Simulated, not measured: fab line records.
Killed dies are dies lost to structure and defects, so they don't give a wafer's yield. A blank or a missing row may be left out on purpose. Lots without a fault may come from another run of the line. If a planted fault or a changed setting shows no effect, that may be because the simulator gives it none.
Shared-tool check :: flow sky130 :: Sample size 14 lots and 42 wafers

## WHY THIS WAS OPENED
At SKY_VT_ADJUST_NCORE_TW_MEAS_11 the reading VT_ADJUST_NCORE_TW is flagged on 2 of 14 lots. No-fault wafers: 220.9, standard deviation 1.3.
Rule: flag the lot when none of its wafers has a number, or when each of its wafers that has one lies beyond 4 standard deviations from that mean. All remaining lots are regarded as sound.

lot: L370
measured: day 8 16:00
on: film-metro-03
VT_ADJUST_NCORE_TW, wafer by wafer: 221.0 219.5 220.3
flag: 

lot: L372
measured: day 9 08:58
on: film-metro-04
VT_ADJUST_NCORE_TW, wafer by wafer: 221.0 222.5 223.4
flag: 

lot: L373
measured: day 9 20:44
on: film-metro-02
VT_ADJUST_NCORE_TW, wafer by wafer: 219.0 219.9 218.3
flag: 

lot: L375
measured: day 10 03:38
on: film-metro-03
VT_ADJUST_NCORE_TW, wafer by wafer: 222.1 220.8 222.3
flag: 

lot: L376
measured: day 10 08:32
on: film-metro-02
VT_ADJUST_NCORE_TW, wafer by wafer: 30.2 30.1 30.1
flag: FLAGGED

lot: L377
measured: day 10 15:05
on: film-metro-03
VT_ADJUST_NCORE_TW, wafer by wafer: 30.1 30.2 30.2
flag: FLAGGED

lot: L382
measured: day 12 08:28
on: film-metro-03
VT_ADJUST_NCORE_TW, wafer by wafer: 221.3 220.5 221.4
flag: 

lot: L384
measured: day 12 19:53
on: film-metro-03
VT_ADJUST_NCORE_TW, wafer by wafer: 219.3 220.6 219.7
flag: 

lot: L386
measured: day 13 09:48
on: film-metro-04
VT_ADJUST_NCORE_TW, wafer by wafer: 221.0 221.1 222.6
flag: 

lot: L387
measured: day 13 16:22
on: film-metro-02
VT_ADJUST_NCORE_TW, wafer by wafer: 220.5 221.1 223.0
flag: 

lot: L388
measured: day 13 21:25
on: film-metro-03
VT_ADJUST_NCORE_TW, wafer by wafer: 219.8 219.5 220.0
flag: 

lot: L389
measured: day 14 15:39
on: film-metro-03
VT_ADJUST_NCORE_TW, wafer by wafer: 221.2 220.6 220.7
flag: 

lot: L392
measured: day 15 20:53
on: film-metro-03
VT_ADJUST_NCORE_TW, wafer by wafer: 220.5 219.6 219.4
flag: 

lot: L391
measured: day 15 21:51
on: film-metro-03
VT_ADJUST_NCORE_TW, wafer by wafer: 218.7 219.2 218.3
flag: 
Flagged lots average 30.1: -190.8 relative to the usual, that is -99 or more standard deviations.

## LOT BY LOT: THE TOOL USED
The record keeps 1 process step preceding the reading, out of 708 steps on the route. Cell contents, in order: the tool; ch with the chambers the sampled wafers went through; the start.
lot: L370
flag: 
SKY_VT_ADJUST_NCORE_IMPLANT_09: implanter-04 ch 0, day 8 15:45

lot: L372
flag: 
SKY_VT_ADJUST_NCORE_IMPLANT_09: implanter-04 ch 0, day 9 08:43

lot: L373
flag: 
SKY_VT_ADJUST_NCORE_IMPLANT_09: implanter-02 ch 0, day 9 20:29

lot: L375
flag: 
SKY_VT_ADJUST_NCORE_IMPLANT_09: implanter-03 ch 0, day 10 03:24

lot: L376
flag: FLAGGED
SKY_VT_ADJUST_NCORE_IMPLANT_09: implanter-02, day 10 08:17

lot: L377
flag: FLAGGED
SKY_VT_ADJUST_NCORE_IMPLANT_09: implanter-04, day 10 14:51

lot: L382
flag: 
SKY_VT_ADJUST_NCORE_IMPLANT_09: implanter-03 ch 0, day 12 08:13

lot: L384
flag: 
SKY_VT_ADJUST_NCORE_IMPLANT_09: implanter-02 ch 0, day 12 19:38

lot: L386
flag: 
SKY_VT_ADJUST_NCORE_IMPLANT_09: implanter-03 ch 0, day 13 09:33

lot: L387
flag: 
SKY_VT_ADJUST_NCORE_IMPLANT_09: implanter-02 ch 0, day 13 16:07

lot: L388
flag: 
SKY_VT_ADJUST_NCORE_IMPLANT_09: implanter-04 ch 0, day 13 21:12

lot: L389
flag: 
SKY_VT_ADJUST_NCORE_IMPLANT_09: implanter-04 ch 0, day 14 15:24

lot: L392
flag: 
SKY_VT_ADJUST_NCORE_IMPLANT_09: implanter-02 ch 0, day 15 20:39

lot: L391
flag: 
SKY_VT_ADJUST_NCORE_IMPLANT_09: implanter-04 ch 0, day 15 21:38
What these steps do:
- SKY_VT_ADJUST_NCORE_IMPLANT_09
- SKY_VT_ADJUST_NCORE_TW_MEAS_11

## FLAGGED AGAINST TOTAL, ONE TOOL AT A TIME (gauges that did the reading follow at the end)
step: SKY_VT_ADJUST_NCORE_IMPLANT_09
tool: implanter-02
lots run: 5
flagged: 1
share of the flagged lots: some
sound lots run after its first flagged lot: 3 (L384,L387,L392)

step: SKY_VT_ADJUST_NCORE_IMPLANT_09
tool: implanter-03
lots run: 3
flagged: 0
share of the flagged lots: none
sound lots run after its first flagged lot: -

step: SKY_VT_ADJUST_NCORE_IMPLANT_09
tool: implanter-04
lots run: 6
flagged: 1
share of the flagged lots: some
sound lots run after its first flagged lot: 3 (L388,L389,L391)

step: SKY_VT_ADJUST_NCORE_TW_MEAS_11
tool: film-metro-02
lots run: 3
flagged: 1
share of the flagged lots: some
sound lots run after its first flagged lot: 1 (L387)

step: SKY_VT_ADJUST_NCORE_TW_MEAS_11
tool: film-metro-03
lots run: 9
flagged: 1
share of the flagged lots: some
sound lots run after its first flagged lot: 6 (L382,L384,L388,L389,L392,L391)

step: SKY_VT_ADJUST_NCORE_TW_MEAS_11
tool: film-metro-04
lots run: 2
flagged: 0
share of the flagged lots: none
sound lots run after its first flagged lot: -

## WHAT IS ALLOWED BY THE TABLE
No row of the table ran every flagged lot.

## WHAT THE SIMULATOR HAD INSERTED
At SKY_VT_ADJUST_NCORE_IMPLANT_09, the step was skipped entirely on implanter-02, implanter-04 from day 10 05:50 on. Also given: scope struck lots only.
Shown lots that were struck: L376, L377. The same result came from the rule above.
